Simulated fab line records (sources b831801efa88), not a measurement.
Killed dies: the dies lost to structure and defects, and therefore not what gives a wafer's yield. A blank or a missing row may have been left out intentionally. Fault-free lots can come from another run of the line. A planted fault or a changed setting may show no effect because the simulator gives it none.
Comparing a struck lot with a sound one -- flow sky130 -- 16 out of 708 route steps
Sound: wafers L286.3, L286.5, L286.6. Struck: wafer L297.5. (L297.2, L297.6 of the same lot were not struck and are left out.) The cause comes at the end.
Per side, at each step with rows, come the tool, then ch with its chambers, and then its first start. Under that, the readings that differ: sound wafers -- struck wafers -- difference of the means -- sigmas: that difference in standard deviations of wafers without a fault.
alike: readings whose means differ by less than 2 such deviations, and words and numbers that are the same on both sides. not compared: withheld readings, readings that some wafer has no value for, bounds like >300 that may hide the same value, and numbers for which the record gives no deviation and whose values overlap.
The two part at a step that has a row with sigmas, a row that says differs or no value, or rows on one side only. Non-overlapping numbers with no deviation appear without sigmas and do not part them. A reading that every wafer of one side lacks parts them only if that side has two wafers or more.

SKY_LOCAL_INTERCONNECT_RS_MEAS_01: a four-point-probe measurement.
  sound on filmMetro-03, day 31 11:57; struck on filmMetro-04, day 34 21:32
reading,sound,struck,difference,sigmas
LOCAL_INTERCONNECT_TIN_RS (ohm/sq),13.41 13.64 13.50,14.28,+0.76,+4
SKY_LOCAL_INTERCONNECT_THK_MEAS_02: measures by xrf.
  sound on filmMetro-03, day 31 12:03; struck on filmMetro-04, day 34 21:38
reading,sound,struck,difference,sigmas
LOCAL_INTERCONNECT_TIN_THK (nm),104.5 102.9 103.5,97.6,-6.0,-4
then, 8 steps without rows for these wafers: SKY_LOCAL_INTERCONNECT_DEHYDRATE_03 (time 60 s); SKY_LOCAL_INTERCONNECT_HMDS_04 (prime time 60 s); SKY_LOCAL_INTERCONNECT_COAT_05 (resist thk 60 nm); SKY_LOCAL_INTERCONNECT_COAT_06 (resist thk 450 nm); SKY_LOCAL_INTERCONNECT_SOFTBAKE_07 (time 90 s); SKY_LOCAL_INTERCONNECT_EXPOSE_08 (exposes mask LI1M, target cd 170 nm); SKY_LOCAL_INTERCONNECT_PEB_09; SKY_LOCAL_INTERCONNECT_DEVELOP_10 (develop time 60 s).
SKY_LOCAL_INTERCONNECT_CD_MEAS_11: target cd 170 nm.
  sound on cdSem-02, day 32 14:58; struck on cdSem-01, day 35 23:35
  alike: cdNm
SKY_LOCAL_INTERCONNECT_OVL_MEAS_12:
  sound on overlay-01, day 32 15:04; struck on overlay-01, day 35 23:42
  alike: LOCAL_INTERCONNECT_OVL
SKY_LOCAL_INTERCONNECT_ETCH_13: etches BARC in N2/H2, stops on SiO2, time 45.9 s, target depth 60 nm.
  sound on rieMetal-02 ch 0,1, day 32 15:07; struck on rieMetal-03 ch 1, day 35 23:45
reading,sound,struck,difference,sigmas
drypumpMotorCurrentA (A),6.5 6.5 5.8,5.1,-1.2,-2
oesProductAu (a.u.),0.859 0.852 0.851,0.936,+0.082,+17
runLengthS (s),74.2 74.2 73.1,70.5,-3.3,-5
model.KrF-thick_of_LOCAL_INTERCONNECT_COAT_06.thkNm (nm),393 392 391.6,396.4,+4.2,
  alike: chamberPressureMTorr, throttleValvePct
  not compared: rfHoursCounterH
SKY_LOCAL_INTERCONNECT_METAL_ETCH_14: etches TiN in Cl2/BCl3, stops on PSG, target depth 110 nm, time 31.4 s.
  sound on rieMetal-02 ch 0,1, day 32 15:10; struck on rieMetal-03 ch 1, day 35 23:52
reading,sound,struck,difference,sigmas
drypumpMotorCurrentA (A),6.5 6.5 5.8,5.1,-1.2,-2
oesProductAu (a.u.),0.981 0.962 0.963,0.938,-0.031,-3
throttleValvePct (%),21.882 21.871 21.894,21.907,+0.025,+2
model.KrF-thick_of_LOCAL_INTERCONNECT_COAT_06.thkNm (nm),349.6 348.6 348,352.8,+4.1,
  alike: chamberPressureMTorr, runLengthS
  not compared: rfHoursCounterH
SKY_LOCAL_INTERCONNECT_STRIP_15: strips in O2/N2.
  sound on plasmaAsher-04 ch 0,1, day 32 15:14; struck on plasmaAsher-01 ch 0, day 35 23:58
reading,sound,struck,difference,sigmas
stripTimeToEndpointS (s),4.723 4.719 4.724,4.767,+0.045,+2
  alike: chamberPressureMTorr, drypumpMotorCurrentA, oesProductAu
  not compared: rfHoursCounterH
-- a jump in the record: the struck wafers' starts before and after are 14 days apart (it breaks off in module LOCAL_INTERCONNECT and resumes in module PAD_OPEN, where the first step shown is number 708 of the route) --
SKY_PAD_OPEN_PROBE_99:
  sound on prober-01, day 47 14:15; struck on prober-02, day 49 23:57
reading,sound,struck,difference,sigmas
killedAtOther,0 0 1,2,+2,+3
  alike: killed_at_M0_to_M3, killed_at_M4_up, killedAtContacts, killedAtFrontEnd, killedDies, killedOnRim, killedOpen, killedShort

WHERE THEY PART
Last at SKY_PAD_OPEN_PROBE_99 as far as this record goes, first at SKY_LOCAL_INTERCONNECT_RS_MEAS_01.

WHY: what the simulator had put in
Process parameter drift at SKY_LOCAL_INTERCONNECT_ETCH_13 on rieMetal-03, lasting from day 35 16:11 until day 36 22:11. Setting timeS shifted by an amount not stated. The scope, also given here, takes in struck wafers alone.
